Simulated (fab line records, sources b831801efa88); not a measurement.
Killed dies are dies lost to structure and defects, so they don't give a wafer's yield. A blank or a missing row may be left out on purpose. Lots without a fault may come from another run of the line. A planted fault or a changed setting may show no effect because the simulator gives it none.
Which tool did it? | flow gf180mcu | 11 lots, 33 wafers sampled, at 1 step of a route of 602

WHAT THE GAUGES READ, wafer by wafer
GF_M3_CD_MEAS_14: target cd 280 nm.
lot  | measured     | on        | cd_nm (nm)
L912 | day 22 09:43 | cd_sem-02 | 280.3 278.8 279.0
L915 | day 23 11:55 | cd_sem-01 | 279.8 279.6 279.4
L923 | day 26 08:21 | cd_sem-02 | 277.9 278.2 278.8
L925 | day 27 06:04 | cd_sem-02 | 280.9 281.5 281.2
L927 | day 27 13:02 | cd_sem-02 | 280.8 280.8 281.7
L926 | day 27 16:43 | cd_sem-01 | 280.4 280.1 280.9
L928 | day 27 18:20 | cd_sem-02 | 278.0 279.5 279.1
L929 | day 27 21:59 | cd_sem-01 | 282.6 282.1 282.6
L930 | day 28 06:24 | cd_sem-02 | 281.2 279.7 280.6
L931 | day 28 12:59 | cd_sem-01 | 279.6 279.0 279.0
L932 | day 28 20:22 | cd_sem-02 | 279.1 281.0 279.9

WHICH TOOL RAN EACH LOT (tool, then ch and the chambers of the sampled wafers, then the start)
The record holds no process step before these readings.

THE ANSWER, worked out from the rows above alone
Rule: what is usual is taken from the lots themselves. Put in order of their means at a reading, lots are off if they are a third of the lots or fewer, leave a main group of 4 or more, and stand apart from it by a gap of 3 or more times the standard deviation of the main group's means; of several such gaps the widest counts. A main group whose means are all the same, to the digits that the tables above print for the reading, isn't used. A lot without any number at a reading at which 4 lots or more have one is off too. The other lots that the step has rows for count as sound.
No lot is off at any reading shown: from this, nothing can be told.

WHAT THE SIMULATOR HAD PUT IN
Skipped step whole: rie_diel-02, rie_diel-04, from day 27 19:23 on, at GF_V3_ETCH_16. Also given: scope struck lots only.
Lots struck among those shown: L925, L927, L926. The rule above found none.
